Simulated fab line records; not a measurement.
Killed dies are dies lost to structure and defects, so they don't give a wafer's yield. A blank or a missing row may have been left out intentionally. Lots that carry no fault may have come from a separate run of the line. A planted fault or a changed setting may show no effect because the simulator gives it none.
fab line records || flow gf180mcu
[record] {"lots": 6, "wafers": 18, "last-day": 34}
route steps=602 shown M3@410
lots untouched by any fault: they come from a run of this same line in which no faults occurred
start-h: start of the lot's first displayed wafer, in hours after the record's first day || wait-h: hours since the lot's step before || " same as the row above || L1.1+2: one row covering several wafers at once || - no value, or no start was given || * or withheld: withheld || < > ~ a bound
route shown NAME@n: NAME is a module with steps in the file, n the number in the route of the first one || usual: mean/standard deviation of fault-free wafers || same: alike in all rows || chamber/n: place in a boat || sites: the reading at each site || _std_site: how widely they spread, as a standard deviation || _edge_site: inner sites' mean taken away from outer sites' mean || radius-mm: how far each site lies from the wafer's centre || mask NAME#n: copy n || behind: the last tool/chamber to shape the wafer || hold: cause of the lot's hold/its duration in hours/its outcome || device: the transistor (n, p or np) that didn't switch || end of line: tests run on the same wafers once the route is complete || a step without rows: its recipe alone || killed: the dies lost at the first sort to structure and to defects; this is not the yield of the wafer || map: the dies of a wafer, with x for killed, . for not killed, _ for no die there
set.NAME: the setting the step ran with; set.NAME@STEP: the setting that earlier step ran with || model.NAME: the simulator's own value behind a step, which no gauge read
a table for each step, a row for each wafer; lots at some steps of the route
services: from which hour (start-h, from the record's first day; less than 0 if before it) a tool's chamber was out of use, for how many hours, and why
[[steps]]
[step GF_M3_SPUTTER_01]
[recipe] {"material": "TiN", "target-thk-nm": 30, "power-w": 6500, "time-s": 25, "chamber-pressure-pa": 0.4}
[usual] {"throttle-valve-pct": "29.9/1.2"}
{"lot.wafer": "L751.2", "tool": "pvd-sputter-02", "chamber": "-", "start-h": 480.70, "wait-h": 0.1, "throttle-valve-pct": 30.7}
{"lot.wafer": "L751.5", "tool": "pvd-sputter-02", "chamber": "-", "start-h": 480.70, "wait-h": 0.1, "throttle-valve-pct": 29.4}
{"lot.wafer": "L751.6", "tool": "pvd-sputter-02", "chamber": "-", "start-h": 480.70, "wait-h": 0.1, "throttle-valve-pct": 30.6}
{"lot.wafer": "L753.1", "tool": "pvd-sputter-04", "chamber": "-", "start-h": 505.27, "wait-h": 0.1, "throttle-valve-pct": 31.7}
{"lot.wafer": "L753.4", "tool": "pvd-sputter-04", "chamber": "-", "start-h": 505.27, "wait-h": 0.1, "throttle-valve-pct": 30.2}
{"lot.wafer": "L753.6", "tool": "pvd-sputter-04", "chamber": "-", "start-h": 505.27, "wait-h": 0.1, "throttle-valve-pct": 30.2}
{"lot.wafer": "L754.2", "tool": "pvd-sputter-03", "chamber": "-", "start-h": 513.31, "wait-h": 0.1, "throttle-valve-pct": 30.8}
{"lot.wafer": "L754.4", "tool": "pvd-sputter-03", "chamber": "-", "start-h": 513.31, "wait-h": 0.1, "throttle-valve-pct": 32.1}
{"lot.wafer": "L754.6", "tool": "pvd-sputter-03", "chamber": "-", "start-h": 513.31, "wait-h": 0.1, "throttle-valve-pct": 28.5}
{"lot.wafer": "L764.2", "tool": "pvd-sputter-03", "chamber": "-", "start-h": 600.60, "wait-h": 0.1, "throttle-valve-pct": 32.3}
{"lot.wafer": "L764.4", "tool": "pvd-sputter-03", "chamber": "-", "start-h": 600.60, "wait-h": 0.1, "throttle-valve-pct": 29.2}
{"lot.wafer": "L764.5", "tool": "pvd-sputter-03", "chamber": "-", "start-h": 600.60, "wait-h": 0.1, "throttle-valve-pct": 28.3}
{"lot.wafer": "L765.3", "tool": "pvd-sputter-04", "chamber": "-", "start-h": 602.47, "wait-h": 0.1, "throttle-valve-pct": 31.4}
{"lot.wafer": "L765.4", "tool": "pvd-sputter-04", "chamber": "-", "start-h": 602.47, "wait-h": 0.1, "throttle-valve-pct": 30.5}
{"lot.wafer": "L765.6", "tool": "pvd-sputter-04", "chamber": "-", "start-h": 602.47, "wait-h": 0.1, "throttle-valve-pct": 28.1}
{"lot.wafer": "L770.2", "tool": "pvd-sputter-03", "chamber": "-", "start-h": 632.73, "wait-h": 0.1, "throttle-valve-pct": 28.3}
{"lot.wafer": "L770.4", "tool": "pvd-sputter-03", "chamber": "-", "start-h": 632.73, "wait-h": 0.1, "throttle-valve-pct": 32.4}
{"lot.wafer": "L770.6", "tool": "pvd-sputter-03", "chamber": "-", "start-h": 632.73, "wait-h": 0.1, "throttle-valve-pct": 32.4}
[step GF_M3_SPUTTER_02]
[recipe] {"material": "AlCu", "target-thk-nm": 450, "power-w": 10600, "time-s": 23.9, "chamber-pressure-pa": 0.4}
[usual] {"throttle-valve-pct": "30.0/1.2"}
{"lot.wafer": "L751.2", "tool": "pvd-sputter-02", "chamber": "-", "start-h": 480.73, "wait-h": 0.0, "throttle-valve-pct": 30.8}
{"lot.wafer": "L751.5", "tool": "pvd-sputter-02", "chamber": "-", "start-h": 480.73, "wait-h": 0.0, "throttle-valve-pct": 29.3}
{"lot.wafer": "L751.6", "tool": "pvd-sputter-02", "chamber": "-", "start-h": 480.73, "wait-h": 0.0, "throttle-valve-pct": 30.7}
{"lot.wafer": "L753.1", "tool": "pvd-sputter-04", "chamber": "-", "start-h": 505.30, "wait-h": 0.0, "throttle-valve-pct": 31.5}
{"lot.wafer": "L753.4", "tool": "pvd-sputter-04", "chamber": "-", "start-h": 505.30, "wait-h": 0.0, "throttle-valve-pct": 30.4}
{"lot.wafer": "L753.6", "tool": "pvd-sputter-04", "chamber": "-", "start-h": 505.30, "wait-h": 0.0, "throttle-valve-pct": 30.3}
{"lot.wafer": "L754.2", "tool": "pvd-sputter-03", "chamber": "-", "start-h": 513.34, "wait-h": 0.0, "throttle-valve-pct": 30.9}
{"lot.wafer": "L754.4", "tool": "pvd-sputter-03", "chamber": "-", "start-h": 513.34, "wait-h": 0.0, "throttle-valve-pct": 32.4}
{"lot.wafer": "L754.6", "tool": "pvd-sputter-03", "chamber": "-", "start-h": 513.34, "wait-h": 0.0, "throttle-valve-pct": 28.6}
{"lot.wafer": "L764.2", "tool": "pvd-sputter-03", "chamber": "-", "start-h": 600.63, "wait-h": 0.0, "throttle-valve-pct": 32.4}
{"lot.wafer": "L764.4", "tool": "pvd-sputter-03", "chamber": "-", "start-h": 600.63, "wait-h": 0.0, "throttle-valve-pct": 29.4}
{"lot.wafer": "L764.5", "tool": "pvd-sputter-03", "chamber": "-", "start-h": 600.63, "wait-h": 0.0, "throttle-valve-pct": 28.4}
{"lot.wafer": "L765.3", "tool": "pvd-sputter-04", "chamber": "-", "start-h": 602.50, "wait-h": 0.0, "throttle-valve-pct": 31.5}
{"lot.wafer": "L765.4", "tool": "pvd-sputter-04", "chamber": "-", "start-h": 602.50, "wait-h": 0.0, "throttle-valve-pct": 30.7}
{"lot.wafer": "L765.6", "tool": "pvd-sputter-04", "chamber": "-", "start-h": 602.50, "wait-h": 0.0, "throttle-valve-pct": 28.3}
{"lot.wafer": "L770.2", "tool": "pvd-sputter-03", "chamber": "-", "start-h": 632.76, "wait-h": 0.0, "throttle-valve-pct": 28.4}
{"lot.wafer": "L770.4", "tool": "pvd-sputter-03", "chamber": "-", "start-h": 632.76, "wait-h": 0.0, "throttle-valve-pct": 32.4}
{"lot.wafer": "L770.6", "tool": "pvd-sputter-03", "chamber": "-", "start-h": 632.76, "wait-h": 0.0, "throttle-valve-pct": 32.5}
[step GF_M3_SPUTTER_03]
[recipe] {"material": "Ti", "target-thk-nm": 10, "substrate-temp-c": 300, "chamber-pressure-pa": 0.3, "power-w": 3000, "time-s": 6.7}
[usual] {"substrate-temp-c": "299.99/0.19", "throttle-valve-pct": "29.9/1.2"}
{"lot.wafer": "L751.2", "tool": "pvd-sputter-02", "chamber": "-", "start-h": 480.76, "wait-h": 0.0, "substrate-temp-c": 300.19, "throttle-valve-pct": 30.7}
{"lot.wafer": "L751.5", "tool": "pvd-sputter-02", "chamber": "-", "start-h": 480.76, "wait-h": 0.0, "substrate-temp-c": 299.90, "throttle-valve-pct": 29.5}
{"lot.wafer": "L751.6", "tool": "pvd-sputter-02", "chamber": "-", "start-h": 480.76, "wait-h": 0.0, "substrate-temp-c": 300.08, "throttle-valve-pct": 30.3}
{"lot.wafer": "L753.1", "tool": "pvd-sputter-04", "chamber": "-", "start-h": 505.33, "wait-h": 0.0, "substrate-temp-c": 299.80, "throttle-valve-pct": 31.5}
{"lot.wafer": "L753.4", "tool": "pvd-sputter-04", "chamber": "-", "start-h": 505.33, "wait-h": 0.0, "substrate-temp-c": 300.16, "throttle-valve-pct": 30.3}
{"lot.wafer": "L753.6", "tool": "pvd-sputter-04", "chamber": "-", "start-h": 505.33, "wait-h": 0.0, "substrate-temp-c": 299.97, "throttle-valve-pct": 30.5}
{"lot.wafer": "L754.2", "tool": "pvd-sputter-03", "chamber": "-", "start-h": 513.37, "wait-h": 0.0, "substrate-temp-c": 300.26, "throttle-valve-pct": 31.0}
{"lot.wafer": "L754.4", "tool": "pvd-sputter-03", "chamber": "-", "start-h": 513.37, "wait-h": 0.0, "substrate-temp-c": 300.19, "throttle-valve-pct": 32.4}
{"lot.wafer": "L754.6", "tool": "pvd-sputter-03", "chamber": "-", "start-h": 513.37, "wait-h": 0.0, "substrate-temp-c": 300.04, "throttle-valve-pct": 28.2}
{"lot.wafer": "L764.2", "tool": "pvd-sputter-03", "chamber": "-", "start-h": 600.66, "wait-h": 0.0, "substrate-temp-c": 300.17, "throttle-valve-pct": 32.1}
{"lot.wafer": "L764.4", "tool": "pvd-sputter-03", "chamber": "-", "start-h": 600.66, "wait-h": 0.0, "substrate-temp-c": 299.94, "throttle-valve-pct": 29.1}
{"lot.wafer": "L764.5", "tool": "pvd-sputter-03", "chamber": "-", "start-h": 600.66, "wait-h": 0.0, "substrate-temp-c": 299.86, "throttle-valve-pct": 28.5}
{"lot.wafer": "L765.3", "tool": "pvd-sputter-04", "chamber": "-", "start-h": 602.53, "wait-h": 0.0, "substrate-temp-c": 299.69, "throttle-valve-pct": 31.7}
{"lot.wafer": "L765.4", "tool": "pvd-sputter-04", "chamber": "-", "start-h": 602.53, "wait-h": 0.0, "substrate-temp-c": 299.66, "throttle-valve-pct": 30.8}
{"lot.wafer": "L765.6", "tool": "pvd-sputter-04", "chamber": "-", "start-h": 602.53, "wait-h": 0.0, "substrate-temp-c": 300.07, "throttle-valve-pct": 28.2}
{"lot.wafer": "L770.2", "tool": "pvd-sputter-03", "chamber": "-", "start-h": 632.79, "wait-h": 0.0, "substrate-temp-c": 299.98, "throttle-valve-pct": 28.2}
{"lot.wafer": "L770.4", "tool": "pvd-sputter-03", "chamber": "-", "start-h": 632.79, "wait-h": 0.0, "substrate-temp-c": 300.04, "throttle-valve-pct": 32.5}
{"lot.wafer": "L770.6", "tool": "pvd-sputter-03", "chamber": "-", "start-h": 632.79, "wait-h": 0.0, "substrate-temp-c": 299.91, "throttle-valve-pct": 32.5}
[step GF_M3_SPUTTER_04]
[recipe] {"material": "TiN", "target-thk-nm": 50, "power-w": 6500, "time-s": 41.7, "chamber-pressure-pa": 0.4}
[usual] {"throttle-valve-pct": "29.9/1.2"}
{"lot.wafer": "L751.2", "tool": "pvd-sputter-02", "chamber": "-", "start-h": 480.78, "wait-h": 0.0, "throttle-valve-pct": 30.6}
{"lot.wafer": "L751.5", "tool": "pvd-sputter-02", "chamber": "-", "start-h": 480.78, "wait-h": 0.0, "throttle-valve-pct": 29.5}
{"lot.wafer": "L751.6", "tool": "pvd-sputter-02", "chamber": "-", "start-h": 480.78, "wait-h": 0.0, "throttle-valve-pct": 30.6}
{"lot.wafer": "L753.1", "tool": "pvd-sputter-04", "chamber": "-", "start-h": 505.35, "wait-h": 0.0, "throttle-valve-pct": 31.4}
{"lot.wafer": "L753.4", "tool": "pvd-sputter-04", "chamber": "-", "start-h": 505.35, "wait-h": 0.0, "throttle-valve-pct": 30.3}
{"lot.wafer": "L753.6", "tool": "pvd-sputter-04", "chamber": "-", "start-h": 505.35, "wait-h": 0.0, "throttle-valve-pct": 30.3}
{"lot.wafer": "L754.2", "tool": "pvd-sputter-03", "chamber": "-", "start-h": 513.39, "wait-h": 0.0, "throttle-valve-pct": 30.8}
{"lot.wafer": "L754.4", "tool": "pvd-sputter-03", "chamber": "-", "start-h": 513.39, "wait-h": 0.0, "throttle-valve-pct": 32.4}
{"lot.wafer": "L754.6", "tool": "pvd-sputter-03", "chamber": "-", "start-h": 513.39, "wait-h": 0.0, "throttle-valve-pct": 28.5}
{"lot.wafer": "L764.2", "tool": "pvd-sputter-03", "chamber": "-", "start-h": 600.68, "wait-h": 0.0, "throttle-valve-pct": 32.5}
{"lot.wafer": "L764.4", "tool": "pvd-sputter-03", "chamber": "-", "start-h": 600.68, "wait-h": 0.0, "throttle-valve-pct": 29.1}
{"lot.wafer": "L764.5", "tool": "pvd-sputter-03", "chamber": "-", "start-h": 600.68, "wait-h": 0.0, "throttle-valve-pct": 28.4}
{"lot.wafer": "L765.3", "tool": "pvd-sputter-04", "chamber": "-", "start-h": 602.55, "wait-h": 0.0, "throttle-valve-pct": 31.5}
{"lot.wafer": "L765.4", "tool": "pvd-sputter-04", "chamber": "-", "start-h": 602.55, "wait-h": 0.0, "throttle-valve-pct": 30.8}
{"lot.wafer": "L765.6", "tool": "pvd-sputter-04", "chamber": "-", "start-h": 602.55, "wait-h": 0.0, "throttle-valve-pct": 28.3}
{"lot.wafer": "L770.2", "tool": "pvd-sputter-03", "chamber": "-", "start-h": 632.81, "wait-h": 0.0, "throttle-valve-pct": 28.4}
{"lot.wafer": "L770.4", "tool": "pvd-sputter-03", "chamber": "-", "start-h": 632.81, "wait-h": 0.0, "throttle-valve-pct": 32.7}
{"lot.wafer": "L770.6", "tool": "pvd-sputter-03", "chamber": "-", "start-h": 632.81, "wait-h": 0.0, "throttle-valve-pct": 32.4}
[step GF_M3_RS_MEAS_05]
[recipe] {"thk-meas-gauge": "four-point-probe", "reads": "TiN_of_M3_SPUTTER_04+Ti_of_M3_SPUTTER_03+AlCu_of_M3_SPUTTER_02+TiN_of_M3_SPUTTER_01+Ti_of_M3_SPUTTER_00"}
[usual] {"M3_ALCU_RS": "0.0700/0.0007"}
{"lot.wafer": "L751.2", "tool": "film-metro-03", "chamber": "-", "start-h": 480.84, "wait-h": 0.0, "M3_ALCU_RS[ohm/sq]": 0.0708}
{"lot.wafer": "L751.5", "tool": "film-metro-03", "chamber": "-", "start-h": 480.84, "wait-h": 0.0, "M3_ALCU_RS[ohm/sq]": 0.0704}
{"lot.wafer": "L751.6", "tool": "film-metro-03", "chamber": "-", "start-h": 480.84, "wait-h": 0.0, "M3_ALCU_RS[ohm/sq]": 0.0708}
{"lot.wafer": "L753.1", "tool": "film-metro-02", "chamber": "-", "start-h": 505.39, "wait-h": 0.0, "M3_ALCU_RS[ohm/sq]": 0.0701}
{"lot.wafer": "L753.4", "tool": "film-metro-02", "chamber": "-", "start-h": 505.39, "wait-h": 0.0, "M3_ALCU_RS[ohm/sq]": 0.0699}
{"lot.wafer": "L753.6", "tool": "film-metro-02", "chamber": "-", "start-h": 505.39, "wait-h": 0.0, "M3_ALCU_RS[ohm/sq]": 0.0695}
{"lot.wafer": "L754.2", "tool": "film-metro-03", "chamber": "-", "start-h": 513.45, "wait-h": 0.0, "M3_ALCU_RS[ohm/sq]": 0.0683}
{"lot.wafer": "L754.4", "tool": "film-metro-03", "chamber": "-", "start-h": 513.45, "wait-h": 0.0, "M3_ALCU_RS[ohm/sq]": 0.0692}
{"lot.wafer": "L754.6", "tool": "film-metro-03", "chamber": "-", "start-h": 513.45, "wait-h": 0.0, "M3_ALCU_RS[ohm/sq]": 0.0696}
{"lot.wafer": "L764.2", "tool": "film-metro-02", "chamber": "-", "start-h": 600.74, "wait-h": 0.0, "M3_ALCU_RS[ohm/sq]": 0.0699}
{"lot.wafer": "L764.4", "tool": "film-metro-02", "chamber": "-", "start-h": 600.74, "wait-h": 0.0, "M3_ALCU_RS[ohm/sq]": 0.0698}
{"lot.wafer": "L764.5", "tool": "film-metro-02", "chamber": "-", "start-h": 600.74, "wait-h": 0.0, "M3_ALCU_RS[ohm/sq]": 0.0691}
{"lot.wafer": "L765.3", "tool": "film-metro-02", "chamber": "-", "start-h": 602.63, "wait-h": 0.1, "M3_ALCU_RS[ohm/sq]": 0.0698}
{"lot.wafer": "L765.4", "tool": "film-metro-02", "chamber": "-", "start-h": 602.63, "wait-h": 0.1, "M3_ALCU_RS[ohm/sq]": 0.0703}
{"lot.wafer": "L765.6", "tool": "film-metro-02", "chamber": "-", "start-h": 602.63, "wait-h": 0.1, "M3_ALCU_RS[ohm/sq]": 0.0697}
{"lot.wafer": "L770.2", "tool": "film-metro-01", "chamber": "-", "start-h": 632.87, "wait-h": 0.0, "M3_ALCU_RS[ohm/sq]": 0.0711}
{"lot.wafer": "L770.4", "tool": "film-metro-01", "chamber": "-", "start-h": 632.87, "wait-h": 0.0, "M3_ALCU_RS[ohm/sq]": 0.0716}
{"lot.wafer": "L770.6", "tool": "film-metro-01", "chamber": "-", "start-h": 632.87, "wait-h": 0.0, "M3_ALCU_RS[ohm/sq]": 0.0713}
[step GF_M3_THK_MEAS_06]
[recipe] {"thk-meas-gauge": "xrf", "reads": "AlCu_of_M3_SPUTTER_02"}
[usual] {"M3_ALCU_THK": "438/4.4"}
{"lot.wafer": "L751.2", "tool": "film-metro-03", "chamber": "-", "start-h": 480.95, "wait-h": 0.1, "M3_ALCU_THK[nm]": 435}
{"lot.wafer": "L751.5", "tool": "film-metro-03", "chamber": "-", "start-h": 480.95, "wait-h": 0.1, "M3_ALCU_THK[nm]": 434}
{"lot.wafer": "L751.6", "tool": "film-metro-03", "chamber": "-", "start-h": 480.95, "wait-h": 0.1, "M3_ALCU_THK[nm]": 432}
{"lot.wafer": "L753.1", "tool": "film-metro-02", "chamber": "-", "start-h": 505.51, "wait-h": 0.1, "M3_ALCU_THK[nm]": 434}
{"lot.wafer": "L753.4", "tool": "film-metro-02", "chamber": "-", "start-h": 505.51, "wait-h": 0.1, "M3_ALCU_THK[nm]": 435}
{"lot.wafer": "L753.6", "tool": "film-metro-02", "chamber": "-", "start-h": 505.51, "wait-h": 0.1, "M3_ALCU_THK[nm]": 440}
{"lot.wafer": "L754.2", "tool": "film-metro-03", "chamber": "-", "start-h": 513.56, "wait-h": 0.1, "M3_ALCU_THK[nm]": 449}
{"lot.wafer": "L754.4", "tool": "film-metro-03", "chamber": "-", "start-h": 513.56, "wait-h": 0.1, "M3_ALCU_THK[nm]": 442}
{"lot.wafer": "L754.6", "tool": "film-metro-03", "chamber": "-", "start-h": 513.56, "wait-h": 0.1, "M3_ALCU_THK[nm]": 440}
{"lot.wafer": "L764.2", "tool": "film-metro-02", "chamber": "-", "start-h": 600.85, "wait-h": 0.1, "M3_ALCU_THK[nm]": 439}
{"lot.wafer": "L764.4", "tool": "film-metro-02", "chamber": "-", "start-h": 600.85, "wait-h": 0.1, "M3_ALCU_THK[nm]": 439}
{"lot.wafer": "L764.5", "tool": "film-metro-02", "chamber": "-", "start-h": 600.85, "wait-h": 0.1, "M3_ALCU_THK[nm]": 444}
{"lot.wafer": "L765.3", "tool": "film-metro-02", "chamber": "-", "start-h": 602.73, "wait-h": 0.1, "M3_ALCU_THK[nm]": 438}
{"lot.wafer": "L765.4", "tool": "film-metro-02", "chamber": "-", "start-h": 602.73, "wait-h": 0.1, "M3_ALCU_THK[nm]": 434}
{"lot.wafer": "L765.6", "tool": "film-metro-02", "chamber": "-", "start-h": 602.73, "wait-h": 0.1, "M3_ALCU_THK[nm]": 437}
{"lot.wafer": "L770.2", "tool": "film-metro-01", "chamber": "-", "start-h": 632.98, "wait-h": 0.1, "M3_ALCU_THK[nm]": 434}
{"lot.wafer": "L770.4", "tool": "film-metro-01", "chamber": "-", "start-h": 632.98, "wait-h": 0.1, "M3_ALCU_THK[nm]": 430}
{"lot.wafer": "L770.6", "tool": "film-metro-01", "chamber": "-", "start-h": 632.98, "wait-h": 0.1, "M3_ALCU_THK[nm]": 431}
[step GF_M3_DEHYDRATE_07]
[recipe] {"temp-c": 200, "time-s": 60}
[step GF_M3_HMDS_08]
[recipe] {"prime-time-s": 60, "prime-temp-c": 120}
[step GF_M3_COAT_09]
[recipe] {"resist": "KrF", "spin-rpm": "withheld", "resist-thk-nm": 1000}
[step GF_M3_SOFTBAKE_10]
[recipe] {"temp-c": 130, "time-s": 60, "resist": "KrF"}
[step GF_M3_EXPOSE_11]
[recipe] {"mask-id": "Metal3", "target-cd-nm": 280, "na": 0.68, "source-shape": "conventional", "sigma-outer": 0.6, "dose-mj": 28}
[step GF_M3_PEB_12]
[recipe] {"peb-temp-c": 135, "peb-time-s": 90, "resist": "KrF"}
[step GF_M3_DEVELOP_13]
[recipe] {"develop-time-s": 60, "dev-temp-c": 21}
[usual] {"chill-plate-temp-C": "23.00/0.1", "develop-time-s": "60/0", "developer-temp-C": "21.03/0.11"}
{"lot.wafer": "L751.2", "tool": "litho-track-01", "chamber": 0, "start-h": 504.78, "wait-h": 0.2, "chill-plate-temp-C": 23.00, "develop-time-s": 60, "developer-temp-C": 21.05, "model.KrF_of_M3_COAT_09.thk-nm": 989}
{"lot.wafer": "L751.5", "tool": "litho-track-01", "chamber": 0, "start-h": 504.78, "wait-h": 0.2, "chill-plate-temp-C": 23.03, "develop-time-s": 60, "developer-temp-C": 21.10, "model.KrF_of_M3_COAT_09.thk-nm": 986.9}
{"lot.wafer": "L751.6", "tool": "litho-track-01", "chamber": 0, "start-h": 504.78, "wait-h": 0.2, "chill-plate-temp-C": 22.85, "develop-time-s": 60, "developer-temp-C": 21.05, "model.KrF_of_M3_COAT_09.thk-nm": 985.7}
{"lot.wafer": "L753.1", "tool": "litho-track-03", "chamber": "-", "start-h": 528.56, "wait-h": 0.2, "chill-plate-temp-C": "-", "develop-time-s": "-", "developer-temp-C": "-", "model.KrF_of_M3_COAT_09.thk-nm": 998.8}
{"lot.wafer": "L753.4", "tool": "litho-track-03", "chamber": "-", "start-h": 528.56, "wait-h": 0.2, "chill-plate-temp-C": "-", "develop-time-s": "-", "developer-temp-C": "-", "model.KrF_of_M3_COAT_09.thk-nm": 998.8}
{"lot.wafer": "L753.6", "tool": "litho-track-03", "chamber": "-", "start-h": 528.56, "wait-h": 0.2, "chill-plate-temp-C": "-", "develop-time-s": "-", "developer-temp-C": "-", "model.KrF_of_M3_COAT_09.thk-nm": 1001}
{"lot.wafer": "L754.2", "tool": "litho-track-02", "chamber": "-", "start-h": 535.99, "wait-h": 0.2, "chill-plate-temp-C": "-", "develop-time-s": "-", "developer-temp-C": "-", "model.KrF_of_M3_COAT_09.thk-nm": 995.9}
{"lot.wafer": "L754.4", "tool": "litho-track-02", "chamber": "-", "start-h": 535.99, "wait-h": 0.2, "chill-plate-temp-C": "-", "develop-time-s": "-", "developer-temp-C": "-", "model.KrF_of_M3_COAT_09.thk-nm": 994.1}
{"lot.wafer": "L754.6", "tool": "litho-track-02", "chamber": "-", "start-h": 535.99, "wait-h": 0.2, "chill-plate-temp-C": "-", "develop-time-s": "-", "developer-temp-C": "-", "model.KrF_of_M3_COAT_09.thk-nm": 994.7}
{"lot.wafer": "L764.2", "tool": "litho-track-02", "chamber": 0, "start-h": 620.64, "wait-h": 0.2, "chill-plate-temp-C": 23.07, "develop-time-s": 60, "developer-temp-C": 21.07, "model.KrF_of_M3_COAT_09.thk-nm": 985.8}
{"lot.wafer": "L764.4", "tool": "litho-track-02", "chamber": 0, "start-h": 620.64, "wait-h": 0.2, "chill-plate-temp-C": 23.00, "develop-time-s": 60, "developer-temp-C": 21.14, "model.KrF_of_M3_COAT_09.thk-nm": 985.9}
{"lot.wafer": "L764.5", "tool": "litho-track-02", "chamber": 0, "start-h": 620.64, "wait-h": 0.2, "chill-plate-temp-C": 22.98, "develop-time-s": 60, "developer-temp-C": 20.97, "model.KrF_of_M3_COAT_09.thk-nm": 983}
{"lot.wafer": "L765.3", "tool": "litho-track-02", "chamber": 0, "start-h": 622.91, "wait-h": 0.1, "chill-plate-temp-C": 22.81, "develop-time-s": 60, "developer-temp-C": 21.12, "model.KrF_of_M3_COAT_09.thk-nm": 989.6}
{"lot.wafer": "L765.4", "tool": "litho-track-02", "chamber": 0, "start-h": 622.91, "wait-h": 0.1, "chill-plate-temp-C": 23.04, "develop-time-s": 60, "developer-temp-C": 21.07, "model.KrF_of_M3_COAT_09.thk-nm": 988.1}
{"lot.wafer": "L765.6", "tool": "litho-track-02", "chamber": 0, "start-h": 622.91, "wait-h": 0.1, "chill-plate-temp-C": 22.97, "develop-time-s": 60, "developer-temp-C": 21.17, "model.KrF_of_M3_COAT_09.thk-nm": 987.5}
{"lot.wafer": "L770.2", "tool": "litho-track-01", "chamber": 0, "start-h": 652.18, "wait-h": 0.2, "chill-plate-temp-C": 23.24, "develop-time-s": 60, "developer-temp-C": 21.29, "model.KrF_of_M3_COAT_09.thk-nm": 988.3}
{"lot.wafer": "L770.4", "tool": "litho-track-01", "chamber": 0, "start-h": 652.18, "wait-h": 0.2, "chill-plate-temp-C": 23.00, "develop-time-s": 60, "developer-temp-C": 21.09, "model.KrF_of_M3_COAT_09.thk-nm": 989.9}
{"lot.wafer": "L770.6", "tool": "litho-track-01", "chamber": 0, "start-h": 652.18, "wait-h": 0.2, "chill-plate-temp-C": 23.15, "develop-time-s": 60, "developer-temp-C": 20.99, "model.KrF_of_M3_COAT_09.thk-nm": 988.2}
[step GF_M3_CD_MEAS_14]
[recipe] {"target-cd-nm": 280}
[usual] {"cd-nm": "279.9/0.93"}
{"lot.wafer": "L751.2", "tool": "cd-sem-01", "chamber": "-", "start-h": 504.93, "wait-h": 0.1, "cd-nm": 279.3}
{"lot.wafer": "L751.5", "tool": "cd-sem-01", "chamber": "-", "start-h": 504.93, "wait-h": 0.1, "cd-nm": 279.2}
{"lot.wafer": "L751.6", "tool": "cd-sem-01", "chamber": "-", "start-h": 504.93, "wait-h": 0.1, "cd-nm": 278.7}
{"lot.wafer": "L753.1", "tool": "cd-sem-01", "chamber": "-", "start-h": 528.71, "wait-h": 0.1, "cd-nm": "-"}
{"lot.wafer": "L753.4", "tool": "cd-sem-01", "chamber": "-", "start-h": 528.71, "wait-h": 0.1, "cd-nm": "-"}
{"lot.wafer": "L753.6", "tool": "cd-sem-01", "chamber": "-", "start-h": 528.71, "wait-h": 0.1, "cd-nm": "-"}
{"lot.wafer": "L754.2", "tool": "cd-sem-02", "chamber": "-", "start-h": 536.13, "wait-h": 0.1, "cd-nm": "-"}
{"lot.wafer": "L754.4", "tool": "cd-sem-02", "chamber": "-", "start-h": 536.13, "wait-h": 0.1, "cd-nm": "-"}
{"lot.wafer": "L754.6", "tool": "cd-sem-02", "chamber": "-", "start-h": 536.13, "wait-h": 0.1, "cd-nm": "-"}
{"lot.wafer": "L764.2", "tool": "cd-sem-02", "chamber": "-", "start-h": 620.78, "wait-h": 0.1, "cd-nm": 281.0}
{"lot.wafer": "L764.4", "tool": "cd-sem-02", "chamber": "-", "start-h": 620.78, "wait-h": 0.1, "cd-nm": 280.8}
{"lot.wafer": "L764.5", "tool": "cd-sem-02", "chamber": "-", "start-h": 620.78, "wait-h": 0.1, "cd-nm": 280.2}
{"lot.wafer": "L765.3", "tool": "cd-sem-02", "chamber": "-", "start-h": 623.05, "wait-h": 0.1, "cd-nm": 280.8}
{"lot.wafer": "L765.4", "tool": "cd-sem-02", "chamber": "-", "start-h": 623.05, "wait-h": 0.1, "cd-nm": 279.9}
{"lot.wafer": "L765.6", "tool": "cd-sem-02", "chamber": "-", "start-h": 623.05, "wait-h": 0.1, "cd-nm": 280.7}
{"lot.wafer": "L770.2", "tool": "cd-sem-01", "chamber": "-", "start-h": 652.33, "wait-h": 0.1, "cd-nm": 278.6}
{"lot.wafer": "L770.4", "tool": "cd-sem-01", "chamber": "-", "start-h": 652.33, "wait-h": 0.1, "cd-nm": 279.6}
{"lot.wafer": "L770.6", "tool": "cd-sem-01", "chamber": "-", "start-h": 652.33, "wait-h": 0.1, "cd-nm": 278.0}
[[services]]
{"tool": "pvd-sputter-03", "chamber": 1, "start-h": 553.84, "hours": "-", "kind": "consumable-replace:kit"}
{"tool": "pvd-sputter-03", "chamber": 1, "start-h": 553.84, "hours": 18.0, "kind": "scheduled-down"}
{"tool": "pvd-sputter-03", "chamber": 1, "start-h": 553.84, "hours": 18.0, "kind": "vent-cycle"}
{"tool": "pvd-sputter-04", "chamber": "-", "start-h": 564.96, "hours": 0.5, "kind": "repair"}
{"tool": "litho-track-03", "chamber": "-", "start-h": 587.04, "hours": "-", "kind": "consumable-replace:filter"}
{"tool": "pvd-sputter-04", "chamber": 2, "start-h": 616.24, "hours": "-", "kind": "consumable-replace:kit"}
{"tool": "pvd-sputter-04", "chamber": 2, "start-h": 616.24, "hours": 18.0, "kind": "scheduled-down"}
{"tool": "pvd-sputter-04", "chamber": 2, "start-h": 616.24, "hours": 18.0, "kind": "vent-cycle"}
{"tool": "pvd-sputter-02", "chamber": 3, "start-h": 623.82, "hours": "-", "kind": "consumable-replace:kit"}
{"tool": "pvd-sputter-02", "chamber": 3, "start-h": 623.82, "hours": 18.0, "kind": "scheduled-down"}
{"tool": "pvd-sputter-02", "chamber": 3, "start-h": 623.82, "hours": 18.0, "kind": "vent-cycle"}
[[key]]
[first-sign] {"step": "GF_M3_DEVELOP_13", "reading": "tool-record", "direction": "missing"}
effect none on later readings
[model-effect] {"step": "GF_M3_DEVELOP_13", "value": "KrF_of_M3_COAT_09.thk-nm", "without": 982.3, "struck": 997.2}
met-at GF_M3_DEVELOP_13
struck-wafers L753.1,L753.4,L753.6,L754.2,L754.4,L754.6
later-rows-left-out L753.1,L753.4,L753.6,L754.2,L754.4,L754.6
sort-left-out L753.1,L753.4,L753.6,L754.2,L754.4,L754.6
[fault] {"kind": "skipped-step-whole", "tool": "litho-track-02,litho-track-03", "chamber": "-", "onset-h": 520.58, "steps": "GF_M3_DEVELOP_13", "scope": "struck-lots-only"}
// sort-left-out: the simulated sort isn't trusted on such a fault, so these wafers' sort isn't shown, and their yield isn't known
// later-rows-left-out: the simulator's readings of these wafers behind a module that went badly wrong aren't trusted and aren't shown, but for the sort
